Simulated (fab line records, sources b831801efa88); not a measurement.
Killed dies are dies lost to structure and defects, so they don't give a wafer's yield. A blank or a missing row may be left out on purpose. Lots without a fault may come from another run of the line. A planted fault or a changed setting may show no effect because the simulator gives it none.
Which tool did it? | flow sky130 | 7 lots, 21 wafers sampled, at 3 steps of a route of 708

WHAT THE GAUGES READ, wafer by wafer
SKY_VIA2_BOW_MEAS_03.
lot  | measured     | on            | VIA2_BOW (um)
L645 | day 35 11:17 | film_metro-04 | 79 74 86
L647 | day 36 00:30 | film_metro-04 | 93 83 84
L649 | day 36 22:35 | film_metro-03 | 94 91 80
L652 | day 37 20:59 | film_metro-03 | 94 85 86
L654 | day 38 09:42 | film_metro-03 | 98 86 81
L656 | day 39 02:55 | film_metro-01 | 89 74 90
L664 | day 41 14:19 | film_metro-01 | 121 117 111

WHICH TOOL RAN EACH LOT (tool, then ch and the chambers of the sampled wafers, then the start)
lot  | SKY_METAL2_ETCH_18                | SKY_VIA2_CMP_02
L645 | rie_metal-03 ch 1, day 35 09:59   | cmp-01 ch 1,3, day 35 10:59
L647 | rie_metal-03 ch 0,1, day 35 23:14 | cmp-01 ch 0,1,3, day 36 00:17
L649 | rie_metal-03 ch 0,1, day 36 21:20 | cmp-01 ch 2,3, day 36 22:16
L652 | rie_metal-01 ch 0,1, day 37 19:44 | cmp-01 ch 1,2, day 37 20:40
L654 | rie_metal-03 ch 0,1, day 38 08:28 | cmp-01 ch 0,1,2, day 38 09:30
L656 | rie_metal-01 ch 0,1, day 39 01:24 | cmp-01 ch 0,1,3, day 39 02:35
L664 | rie_metal-01 ch 0,1, day 41 13:05 | cmp-01 ch 0,2,3, day 41 14:01
- SKY_METAL2_ETCH_18: etches BARC in N2/H2, stops on SiO2, time 45.9 s, target depth 60 nm.
- SKY_VIA2_CMP_02: polishes SiO2.

THE ANSWER, worked out from the rows above alone
Rule: what is usual is taken from the lots themselves. Put in order of their means at a reading, lots are off if they are a third of the lots or fewer, leave a main group of 4 or more, and stand apart from it by a gap of 3 or more times the standard deviation of the main group's means; of several such gaps the widest counts. A main group whose means are all the same, to the digits that the tables above print for the reading, isn't used. A lot without any number at a reading at which 4 lots or more have one is off too. The other lots that the step has rows for count as sound.
Off: L664, at SKY_VIA2_BOW_MEAS_03 (VIA2_BOW). The main group: mean 86 um, standard deviation 3.2.
A tool fits if, at a process step before that reading, it ran every lot that is off, and no sound lot after the first of them. The gauges at SKY_VIA2_BOW_MEAS_03 are tried like those tools. Can't be told from this: 3 tools fit, rie_metal-01 at SKY_METAL2_ETCH_18, cmp-01 at SKY_VIA2_CMP_02, film_metro-01 at SKY_VIA2_BOW_MEAS_03.

WHAT THE SIMULATOR HAD PUT IN
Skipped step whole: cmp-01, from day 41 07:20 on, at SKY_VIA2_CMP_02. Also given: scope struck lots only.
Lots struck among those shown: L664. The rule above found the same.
